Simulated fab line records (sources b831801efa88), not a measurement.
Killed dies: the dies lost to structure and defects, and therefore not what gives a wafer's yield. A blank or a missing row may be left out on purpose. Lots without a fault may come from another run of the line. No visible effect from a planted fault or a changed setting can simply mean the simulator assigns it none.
fab line records	flow sky130
[record] lots = 7	wafers = 21	lastDay = 50
route steps=708 shown VIA3@582 METAL4@598 PAD_OPEN@708
lots with no fault: from the same line, run without faults
startH: hours from the record's first day to the start of the lot's first wafer shown	waitH: how many hours have passed since the lot's step before this one	" identical to the entry in the row above	L1.1+2: one row covering several wafers at once	- no value, or no start given	* or withheld: withheld	< > ~ a bound
route shown NAME@n: names a module that has steps shown in the file, with the first one's number in the route	usual: the fault-free wafers' mean and standard deviation	same: alike in all rows	chamber/n: place in a boat	sites: the reading at each site	_std_site: their standard deviation	_edge_site: outer sites' mean less inner sites'	radiusMm: for every site, how far away it sits from the centre of the wafer	mask NAME#n: copy n	behind: the most recent tool/chamber to have shaped the wafer	hold: what put the lot on hold/how long, in hours/how the hold closed	device: names the non-switching transistor (n, p or np)	end of line: the route-end tests of the same wafers	a step without rows: its recipe alone	killed: dies that structure and defects cost at the first sort, which is not the same as the wafer's yield	map: a wafer's dies, marking killed ones x, the rest . and places with no die _
set.NAME: the setting that was run; set.NAME@STEP: the one run at that earlier step	model.NAME: the simulator's own value behind a step, which no gauge read
lots at selected steps of the route; one table per step, one row per wafer
services: from which hour (startH, from the record's first day; less than 0 if before it) a tool's chamber was out of use, for how many hours, and why
[[steps]]
[step SKY_VIA3_EXPOSE_09]
[recipe] maskId = VIM3	na = 0.8	sourceShape = annular	sigmaInner = 0.55	sigmaOuter = 0.85	targetCdNm = 200	doseMj = 38
[step SKY_VIA3_PEB_10]
[recipe] pebTempC = withheld	pebTimeS = withheld	resist = KrF-thick
[step SKY_VIA3_DEVELOP_11]
[recipe] developTimeS = 60	resist = KrF-thick	devTempC = 21
[step SKY_VIA3_CD_MEAS_12]
[recipe] targetCdNm = 200
[usual] cdNm = 199.9/1.5
lot.wafer	tool	chamber	startH	waitH	cdNm
L525.3	cdSem-02	-	963.56	-	197.4
L525.5	"	-	"	"	197.6
L525.6	"	-	"	"	197.9
L526.1	cdSem-01	-	973.66	-	200.3
L526.3	"	-	"	"	201.4
L526.5	"	-	"	"	199.4
L533.1	cdSem-02	-	1018.31	-	198.1
L533.3	"	-	"	"	197.9
L533.4	"	-	"	"	198.2
L535.2	cdSem-02	-	1032.04	-	200.2
L535.5	"	-	"	"	199.7
L535.6	"	-	"	"	199.5
L536.1	cdSem-02	-	1040.91	-	198.3
L536.5	"	-	"	"	196.7
L536.6	"	-	"	"	197.0
L538.1	cdSem-01	-	1049.71	-	201.7
L538.3	"	-	"	"	201.3
L538.6	"	-	"	"	201.1
L543.1	cdSem-01	-	1073.42	-	200.1
L543.2	"	-	"	"	200.9
L543.6	"	-	"	"	201.4
[step SKY_VIA3_OVL_MEAS_13]
[usual] VIA3_OVL = -2/6.6
lot.wafer	tool	chamber	startH	waitH	VIA3_OVL[nm]
L525.3	overlay-02	-	963.65	0.1	-10
L525.5	"	-	"	"	-5
L525.6	"	-	"	"	-13
L526.1	overlay-01	-	973.78	0.1	-10
L526.3	"	-	"	"	0
L526.5	"	-	"	"	-5
L533.1	overlay-02	-	1018.43	0.1	3
L533.3	"	-	"	"	-2
L533.4	"	-	"	"	1
L535.2	overlay-02	-	1032.15	0.1	-4
L535.5	"	-	"	"	-3
L535.6	"	-	"	"	1
L536.1	overlay-01	-	1041.03	0.1	-4
L536.5	"	-	"	"	-1
L536.6	"	-	"	"	0
L538.1	overlay-02	-	1049.83	0.1	3
L538.3	"	-	"	"	4
L538.6	"	-	"	"	13
L543.1	overlay-01	-	1073.54	0.1	-3
L543.2	"	-	"	"	-1
L543.6	"	-	"	"	-2
[step SKY_VIA3_ETCH_14]
[recipe] chemistry = N2/H2	target = BARC	ionEnergyEv = 200	sourceW = 500	biasW = 100	pressureMtorr = 30	n2FlowSccm = 100	h2FlowSccm = 200	stopOn = SiO2	timeS = 45.9	targetDepthA = 600
[usual] biasW = 99.92/0.29	drypumpMotorCurrentA = 5.8/0.4	n2FlowSccm = 100.0/0.32	oesProductAu = 0.854/0.0042	throttleValvePct = 13.225/0.0083
lot.wafer	tool	chamber	startH	waitH	biasW	drypumpMotorCurrentA	n2FlowSccm	oesProductAu	rfHoursCounterH	throttleValvePct
L525.3	rieDiel-02	3	963.67	0.0	99.77	5.5	100.5	0.860	16	13.234
L525.5	"	3	"	"	100.08	5.5	100.7	0.851	-	13.232
L525.6	"	0	"	"	100.02	5.1	100.4	0.854	-	13.215
L526.1	rieDiel-04	0	973.81	0.0	99.83	5.9	99.5	0.851	23	13.232
L526.3	"	1	"	"	100.15	5.6	99.9	0.857	13	13.240
L526.5	"	2	"	"	99.46	6.0	99.7	0.858	-	13.218
L533.1	rieDiel-01	3	1018.46	0.0	99.89	6.0	100.2	0.848	27	13.230
L533.3	"	1	"	"	100.28	5.5	100.1	0.856	8	13.224
L533.4	"	1	"	"	100.13	5.5	100.2	0.855	-	13.226
L535.2	rieDiel-01	2	1032.18	0.0	100.03	5.6	100.3	0.852	11	13.235
L535.5	"	2	"	"	99.42	5.6	100.4	0.850	-	13.227
L535.6	"	1	"	"	100.08	5.5	99.0	0.852	-	13.224
L536.1	rieDiel-01	2	1041.06	0.0	100.22	5.6	99.7	0.857	11	13.227
L536.5	"	0	"	"	99.96	5.9	100.3	0.856	-	13.220
L536.6	"	2	"	"	99.43	5.6	100.0	0.856	-	13.227
L538.1	rieDiel-01	0	1049.86	0.0	99.55	6.0	99.6	0.851	6	13.239
L538.3	"	3	"	"	99.81	6.0	99.7	0.857	0	13.223
L538.6	"	1	"	"	100.20	5.5	99.9	0.855	-	13.214
L543.1	rieDiel-04	0	1073.58	0.0	100.16	5.9	100.2	0.861	27	13.220
L543.2	"	3	"	"	100.28	6.2	100.2	0.849	26	13.220
L543.6	"	3	"	"	100.19	6.2	100.5	0.858	-	13.218
[step SKY_VIA3_ETCH_15]
[recipe] target = SiO2	chemistry = C4F8/O2/Ar	targetDepthNm = 507	stopOn = TiN	maskMaterial = KrF-thick	sourceW = 1480	biasW = 1200	pressureMtorr = 40	c4f8FlowSccm = withheld	O2_flow_sccm = 6	Ar_flow_sccm = 300	timeS = 78
[usual] biasW = 1200/3.3	oesProductAu = 0.945/0.0045
lot.wafer	tool	chamber	startH	waitH	biasW	oesProductAu	rfHoursCounterH
L525.3	rieDiel-02	3	963.71	0.0	1202	0.946	16
L525.5	"	3	"	"	1200	0.944	-
L525.6	"	0	"	"	1200	0.957	-
L526.1	rieDiel-04	0	973.85	0.0	1195	0.949	23
L526.3	"	1	"	"	1194	0.943	13
L526.5	"	2	"	"	1201	0.949	-
L533.1	rieDiel-01	3	1018.50	0.0	1200	0.953	27
L533.3	"	1	"	"	1200	0.943	8
L533.4	"	1	"	"	1195	0.946	-
L535.2	rieDiel-01	2	1032.22	0.0	1193	0.948	11
L535.5	"	2	"	"	1201	0.944	-
L535.6	"	1	"	"	1205	0.946	-
L536.1	rieDiel-01	2	1041.10	0.0	1200	0.944	11
L536.5	"	0	"	"	1199	0.941	-
L536.6	"	2	"	"	1204	0.952	-
L538.1	rieDiel-01	0	1049.90	0.0	1204	0.942	6
L538.3	"	3	"	"	1201	0.947	0
L538.6	"	1	"	"	1197	0.938	-
L543.1	rieDiel-04	0	1073.62	0.0	1205	0.943	27
L543.2	"	3	"	"	1197	0.939	26
L543.6	"	3	"	"	1200	0.936	-
[step SKY_VIA3_STRIP_16]
[recipe] chemistry = O2/N2	powerW = 1400	pressureMtorr = 1500	platenTempC = withheld	o2FlowSccm = 3000	n2FlowSccm = 300	overashFraction = 0.5
[usual] drypumpMotorCurrentA = 5.7/0.47	n2FlowSccm = 299.9/0.95	oesProductAu = 0.402/0.0044	stripTimeToEndpointS = 4.131/0.023
lot.wafer	tool	chamber	startH	waitH	drypumpMotorCurrentA	n2FlowSccm	oesProductAu	rfHoursCounterH	stripTimeToEndpointS
L525.3	plasmaAsher-01	0	963.81	0.1	5.3	301.1	0.404	-	4.168
L525.5	"	1	"	"	6.5	299.3	0.408	-	4.168
L525.6	"	0	"	"	5.3	300.1	0.404	-	4.111
L526.1	plasmaAsher-02	1	973.91	0.0	6.0	299.8	0.404	22	4.116
L526.3	"	1	"	"	6.0	299.6	0.401	-	4.186
L526.5	"	1	"	"	6.0	298.6	0.405	-	4.147
L533.1	plasmaAsher-02	1	1018.56	0.0	6.0	300.1	0.401	26	4.134
L533.3	"	0	"	"	5.4	300.2	0.394	-	4.137
L533.4	"	1	"	"	6.0	300.2	0.403	-	4.140
L535.2	plasmaAsher-02	1	1032.28	0.0	6.1	301.0	0.402	28	4.103
L535.5	"	0	"	"	5.4	299.7	0.409	-	4.074
L535.6	"	1	"	"	6.1	300.3	0.399	-	4.095
L536.1	plasmaAsher-03	0	1041.16	0.0	5.6	300.0	0.399	61	4.111
L536.5	"	0	"	"	5.6	299.6	0.402	-	4.129
L536.6	"	1	"	"	5.1	302.6	0.391	-	4.116
L538.1	plasmaAsher-02	0	1049.96	0.0	5.4	299.2	0.401	29	4.121
L538.3	"	0	"	"	5.4	299.2	0.402	-	4.155
L538.6	"	1	"	"	6.0	300.1	0.412	-	4.100
L543.1	plasmaAsher-02	1	1073.68	0.0	6.1	299.2	0.396	32	4.137
L543.2	"	0	"	"	5.4	300.2	0.399	32	4.134
L543.6	"	1	"	"	6.0	299.4	0.401	-	4.134
[step SKY_VIA3_STRIP_17]
[recipe] chemistry = postEtchResidueRemover	timeS = 1200	tempC = 72.5
[step SKY_VIA3_CLEAN_18]
[recipe] chemistry = IPA	timeS = 180	tempC = 25
[step SKY_VIA3_CLEAN_19]
[recipe] chemistry = O3/DIW	dry = n2Spin
[step SKY_VIA3_SPUTTER_20]
[recipe] material = TiN	targetThkNm = 20	chamberPressurePa = 5	powerW = 4000	timeS = 80
[usual] throttleValvePct = 29.8/0.96
lot.wafer	tool	chamber	startH	waitH	throttleValvePct
L525.3	pvdSputter-03	-	964.37	0.0	29.6
L525.5	"	-	"	"	29.4
L525.6	"	-	"	"	28.4
L526.1	pvdSputter-03	-	974.54	0.0	29.4
L526.3	"	-	"	"	28.6
L526.5	"	-	"	"	28.6
L533.1	pvdSputter-02	-	1019.16	0.0	31.2
L533.3	"	-	"	"	29.4
L533.4	"	-	"	"	29.2
L535.2	pvdSputter-01	-	1032.91	0.0	30.2
L535.5	"	-	"	"	30.8
L535.6	"	-	"	"	29.9
L536.1	pvdSputter-02	-	1041.76	0.0	29.0
L536.5	"	-	"	"	28.8
L536.6	"	-	"	"	29.5
L538.1	pvdSputter-02	-	1050.56	0.0	29.5
L538.3	"	-	"	"	28.8
L538.6	"	-	"	"	29.3
L543.1	pvdSputter-01	-	1074.27	0.0	29.2
L543.2	"	-	"	"	30.8
L543.6	"	-	"	"	30.0
[step SKY_VIA3_CVD_21]
[recipe] material = W	targetThkNm = 390	timeS = 117.31	tempC = 400	pressureTorr = 40
[usual] chamberPressureTorr = 39.97/0.081	heaterPowerW = 884/55	susceptorTempC = 400.04/0.21
lot.wafer	tool	chamber	startH	waitH	chamberPressureTorr	heaterPowerW	susceptorTempC	model.W_of_VIA3_CVD_21.thkNm
L525.3	cvdW-01	0	964.47	0.1	40.03	828	399.66	393.7
L525.5	"	0	"	"	40.02	819	400.28	388.9
L525.6	"	1	"	"	39.95	849	400.60	394.1
L526.1	cvdW-02	1	974.61	0.0	40.04	988	399.90	388
L526.3	"	0	"	"	39.87	921	400.20	382.8
L526.5	"	1	"	"	40.06	1002	399.80	383.7
L533.1	cvdW-02	0	1019.22	0.0	40.13	892	400.11	388.9
L533.3	"	1	"	"	25.12	965	400.20	312.6
L533.4	"	0	"	"	40.10	887	400.30	385.1
L535.2	cvdW-02	1	1032.97	0.0	25.18	996	400.36	309.6
L535.5	"	1	"	"	25.17	990	400.30	307.7
L535.6	"	0	"	"	40.01	883	400.36	383.5
L536.1	cvdW-02	1	1041.82	0.0	25.16	969	399.80	312.2
L536.5	"	1	"	"	24.89	981	399.71	308.3
L536.6	"	0	"	"	40.01	890	400.34	393.2
L538.1	cvdW-01	0	1050.62	0.0	39.88	830	400.11	391.4
L538.3	"	0	"	"	39.94	839	400.16	391.2
L538.6	"	1	"	"	40.03	862	400.03	386.9
L543.1	cvdW-01	1	1074.33	0.0	39.97	849	399.69	387.3
L543.2	"	0	"	"	40.02	832	400.15	384.5
L543.6	"	1	"	"	39.93	845	399.78	388.9
[step SKY_VIA3_RS_MEAS_22]
[recipe] thkMeasGauge = four-point-probe	reads = W_of_VIA3_CVD_21+TiN_of_VIA3_SPUTTER_20
[usual] VIA3_W_RS = 0.295/0.0033
lot.wafer	tool	chamber	startH	waitH	VIA3_W_RS[ohm/sq]
L525.3	filmMetro-01	-	964.59	0.1	0.291
L525.5	"	-	"	"	0.294
L525.6	"	-	"	"	0.290
L526.1	filmMetro-04	-	974.73	0.1	0.295
L526.3	"	-	"	"	0.299
L526.5	"	-	"	"	0.298
L533.1	filmMetro-01	-	1019.34	0.1	0.295
L533.3	"	-	"	"	0.368
L533.4	"	-	"	"	0.297
L535.2	filmMetro-02	-	1033.11	0.1	0.371
L535.5	"	-	"	"	0.372
L535.6	"	-	"	"	0.299
L536.1	filmMetro-02	-	1041.94	0.1	0.368
L536.5	"	-	"	"	0.373
L536.6	"	-	"	"	0.290
L538.1	filmMetro-02	-	1050.74	0.1	0.292
L538.3	"	-	"	"	0.292
L538.6	"	-	"	"	0.296
L543.1	filmMetro-04	-	1074.46	0.1	0.296
L543.2	"	-	"	"	0.298
L543.6	"	-	"	"	0.294
[step SKY_VIA3_THK_MEAS_23]
[recipe] thkMeasGauge = xrf	reads = W_of_VIA3_CVD_21
[usual] VIA3_W_THK = 414/4.7
lot.wafer	tool	chamber	startH	waitH	VIA3_W_THK[nm]
L525.3	filmMetro-01	-	964.69	0.1	421
L525.5	"	-	"	"	414
L525.6	"	-	"	"	419
L526.1	filmMetro-04	-	974.85	0.1	415
L526.3	"	-	"	"	411
L526.5	"	-	"	"	414
L533.1	filmMetro-01	-	1019.46	0.1	417
L533.3	"	-	"	"	328
L533.4	"	-	"	"	410
L535.2	filmMetro-02	-	1033.22	0.1	324
L535.5	"	-	"	"	322
L535.6	"	-	"	"	404
L536.1	filmMetro-02	-	1042.06	0.1	327
L536.5	"	-	"	"	322
L536.6	"	-	"	"	415
L538.1	filmMetro-02	-	1050.86	0.1	415
L538.3	"	-	"	"	416
L538.6	"	-	"	"	409
L543.1	filmMetro-04	-	1074.58	0.1	417
L543.2	"	-	"	"	416
L543.6	"	-	"	"	420
[step SKY_VIA3_CMP_24]
[recipe] stopOn = SiO2	tOverpolishS = 20	downForcePsi = 3.5	platenRpm = 60	targetThkNm = 0	padVelocityMS = 0.94248
[usual] motorCurrentA = 11.1/0.86	timeToEndpointS = 95/3.3
lot.wafer	tool	chamber	startH	waitH	motorCurrentA	timeToEndpointS
L525.3	cmp-02	2	964.78	0.1	10.9	99
L525.5	"	1	"	"	11.6	95
L525.6	"	2	"	"	10.6	100
L526.1	cmp-02	2	974.91	0.1	10.8	92
L526.3	"	1	"	"	11.2	85
L526.5	"	2	"	"	10.4	91
L533.1	cmp-01	0	1019.52	0.1	11.8	95
L533.3	"	1	"	"	11.3	74
L533.4	"	2	"	"	11.9	88
L535.2	cmp-02	3	1033.37	0.1	10.8	74
L535.5	"	1	"	"	11.8	69
L535.6	"	2	"	"	10.3	92
L536.1	cmp-02	2	1042.12	0.1	10.8	76
L536.6	"	2	"	"	11.2	94
L536.5	"	3	"	"	11.0	76
L538.3	cmp-02	2	1051.02	0.1	11.0	94
L538.1	"	3	"	"	11.2	96
L538.6	"	1	"	"	11.2	91
L543.2	cmp-01	3	1074.69	0.1	12.7	98
L543.1	"	1	"	"	11.2	95
L543.6	"	2	"	"	11.9	95
[step SKY_METAL4_SPUTTER_00]
[recipe] material = Ti	targetThkNm = 15	powerW = 3000	timeS = 10	chamberPressurePa = 0.4
[usual] throttleValvePct = 29.9/0.91
lot.wafer	tool	chamber	startH	waitH	throttleValvePct
L525.3	pvdSputter-02	-	965.03	0.2	29.4
L525.5	"	-	"	"	29.6
L525.6	"	-	"	"	29.3
L526.1	pvdSputter-04	-	975.21	0.2	30.6
L526.3	"	-	"	"	30.0
L526.5	"	-	"	"	31.4
L533.1	pvdSputter-03	-	1019.82	0.2	29.2
L533.3	"	-	"	"	28.5
L533.4	"	-	"	"	29.9
L535.2	pvdSputter-02	-	1033.57	0.1	28.7
L535.5	"	-	"	"	29.0
L535.6	"	-	"	"	30.9
L536.1	pvdSputter-04	-	1042.42	0.2	31.4
L536.5	"	-	"	"	30.0
L536.6	"	-	"	"	30.7
L538.1	pvdSputter-04	-	1051.22	0.1	30.5
L538.3	"	-	"	"	30.4
L538.6	"	-	"	"	31.6
L543.1	pvdSputter-03	-	1074.94	0.1	29.6
L543.2	"	-	"	"	28.2
L543.6	"	-	"	"	30.0
[step SKY_PAD_OPEN_PROBE_99]
[usual] defectLimitedYield = 82.5/1.9	killed_at_M0_to_M3 = 42/7.2	killed_at_M4_up = 3.5/1.8	killedAtContacts = 25/5.7	killedAtFrontEnd = 16/4.6	killedAtOther = 0.2/0.41	killedDies = 86/9.3	killedOpen = 47/6.3	killedShort = 39/5.9	sort_bin_3_pad_short = 0.9/0.44	sort_bin_5_function = 10.3/1.5	sort_bin_6_memory = 6.3/1	sortNPass = 406/9.3	sortYieldPct = 82.5/1.9
[same] grossDies = 492	killedAtBackSide = 0	sort_bin_4_leakage[%] = 0	sort_bin_8_speed[%] = 0
lot.wafer	tool	chamber	startH	waitH	defectLimitedYield[%]	killed_at_M0_to_M3	killed_at_M4_up	killedAtContacts	killedAtFrontEnd	killedAtOther	killedDies	killedOpen	killedShort	sort_bin_3_pad_short[%]	sort_bin_5_function[%]	sort_bin_6_memory[%]	sortNPass	sortYieldPct[%]
L525.3	prober-01	-	1106.25	0.2	82.7	45	1	27	12	0	85	53	32	0.6	8.9	7.7	407	82.7
L525.5	prober-01	-	1106.35	0.2	82.9	42	2	15	25	0	84	40	44	1.2	10.0	5.9	408	82.9
L525.6	prober-01	-	1106.40	0.2	82.3	47	3	25	11	1	87	47	40	1.4	10.0	6.3	405	82.3
L526.1	prober-02	-	1114.39	0.1	81.5	35	6	36	14	0	91	57	34	1.2	12.6	4.7	401	81.5
L526.3	prober-02	-	1114.49	0.2	78.0	48	5	26	28	1	108	58	50	1.8	14.0	6.1	384	78.0
L526.5	prober-02	-	1114.59	0.2	81.5	43	3	32	13	0	91	57	34	0.4	11.8	6.3	401	81.5
L533.1	prober-01	-	1151.99	0.1	84.8	35	4	28	8	0	75	42	33	0.4	9.1	5.7	417	84.8
L533.3	prober-01	-	1152.09	0.2	82.5	39	3	31	13	0	86	44	42	1.0	8.5	7.9	406	82.5
L533.4	prober-01	-	1152.14	0.2	81.5	52	3	23	13	0	91	56	35	0.8	10.8	6.9	401	81.5
// killed by level:class
L525.3 CONTACT:geometricParticle:open=12 VIA1:geometricParticle:open=12 LI_CONTACT:geometricParticle:open=8 METAL1:geometricParticle:short=6 VIA2:geometricParticle:open=6 VIA1:geometricParticle:short=5 METAL2:geometricParticle:short=4 VIA3:geometricParticle:open=4
L525.5 VIA1:geometricParticle:open=13 FIELD_ISO:geometricParticle:short=8 VIA1:geometricParticle:short=8 POLY_GATE:geometricParticle:short=5 LOCAL_INTERCONNECT:geometricParticle:open=5 CONTACT:geometricParticle:open=5 METAL1:geometricParticle:short=5 POLY_GATE:geometricParticle:open=4
L525.6 VIA1:geometricParticle:open=11 CONTACT:geometricParticle:open=9 CONTACT:geometricParticle:short=6 METAL1:geometricParticle:short=6 VIA3:geometricParticle:open=6 METAL3:geometricParticle:short=5 METAL2:geometricParticle:short=5 VIA2:geometricParticle:open=5
L526.1 LI_CONTACT:geometricParticle:open=13 CONTACT:geometricParticle:open=13 VIA1:geometricParticle:open=10 FIELD_ISO:geometricParticle:open=6 VIA2:geometricParticle:open=6 POLY_GATE:geometricParticle:short=5 VIA3:geometricParticle:open=5 LI_CONTACT:geometricParticle:short=4
L526.3 VIA1:geometricParticle:open=12 CONTACT:geometricParticle:open=10 FIELD_ISO:geometricParticle:open=9 VIA2:geometricParticle:open=9 VIA3:geometricParticle:short=8 FIELD_ISO:geometricParticle:short=5 LOCAL_INTERCONNECT:geometricParticle:short=5 VIA1:geometricParticle:short=5
L526.5 VIA1:geometricParticle:open=15 CONTACT:geometricParticle:open=15 CONTACT:geometricParticle:short=7 VIA2:geometricParticle:open=7 VIA3:geometricParticle:open=7 LI_CONTACT:geometricParticle:open=5 VIA2:geometricParticle:short=5 FIELD_ISO:geometricParticle:short=4
L533.1 VIA1:geometricParticle:open=9 LI_CONTACT:geometricParticle:open=9 CONTACT:geometricParticle:open=9 VIA3:geometricParticle:short=6 LI_CONTACT:geometricParticle:short=5 CONTACT:geometricParticle:short=5 VIA3:geometricParticle:open=5 FIELD_ISO:geometricParticle:short=4
L533.3 CONTACT:geometricParticle:open=9 VIA3:geometricParticle:open=7 LOCAL_INTERCONNECT:geometricParticle:short=7 FIELD_ISO:geometricParticle:open=6 VIA1:geometricParticle:short=6 VIA1:geometricParticle:open=6 FIELD_ISO:geometricParticle:short=5 LI_CONTACT:geometricParticle:open=5
L533.4 VIA2:geometricParticle:open=15 CONTACT:geometricParticle:open=10 VIA1:geometricParticle:open=8 VIA3:geometricParticle:open=6 METAL1:geometricParticle:short=6 LI_CONTACT:geometricParticle:open=5 FIELD_ISO:geometricParticle:open=4 METAL2:geometricParticle:short=4
[[services]]
tool	chamber	startH	hours	kind
plasmaAsher-01	-	943.35	0.6	repair
cmp-02	-	943.39	1.1	repair
plasmaAsher-02	-	946.99	15.2	repair
pvdSputter-02	-	947.51	4.0	repair
cmp-01	-	955.42	5.7	pm
plasmaAsher-02	-	956.72	0.5	repair
cmp-02	-	966.38	3.9	repair
pvdSputter-03	-	967.76	2.9	repair
plasmaAsher-02	-	978.00	1.7	repair
pvdSputter-01	-	981.76	1.7	repair
cmp-02	-	985.58	12.6	repair
cvdW-02	1	986.77	12.8	repair
pvdSputter-04	-	1011.22	2.6	repair
rieDiel-01	0	1015.19	13.5	repair
pvdSputter-03	-	1016.37	3.0	repair
rieDiel-04	0	1021.34	11.6	repair
cvdW-01	-	1026.89	6.9	pm
rieDiel-01	3	1028.71	-	clean
rieDiel-01	3	1028.71	17.7	scheduledDown
rieDiel-01	3	1028.71	17.7	ventCycle
rieDiel-02	-	1045.57	0.1	repair
pvdSputter-04	-	1052.56	0.5	repair
cmp-02	-	1057.40	0.6	repair
pvdSputter-02	-	1067.27	2.5	repair
[[key]]
[firstSign] step = SKY_VIA3_CVD_21	reading = chamberPressureTorr	direction = down	sigmas = 99+	usual = 39.97	struck = 25.10
[effect] step = SKY_VIA3_RS_MEAS_22	reading = VIA3_W_RS	direction = up	sigmas = 22	usual = 0.295	struck = 0.370
[effect] step = SKY_VIA3_THK_MEAS_23	reading = VIA3_W_THK	direction = down	sigmas = 19	usual = 414	struck = 325
[effect] step = SKY_VIA3_CMP_24	reading = timeToEndpointS	direction = down	sigmas = 6.3	usual = *	struck = *
[modelEffect] step = SKY_VIA3_CVD_21	value = W_of_VIA3_CVD_21.thkNm	without = 391.1	struck = 310.1
metAt SKY_VIA3_CVD_21
struckWafers L533.3,L535.2,L535.5,L536.1,L536.5
onsetBetween 974.61 1019.22
[fault] kind = processParameterDrift	tool = cvdW-02	chamber = 1	onsetH = 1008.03	steps = SKY_VIA3_CVD_21	channel = pressureTorr	offset = -14.886	shape = step	endH = 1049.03	actsIn = theseRecipesOnly	stated = 40
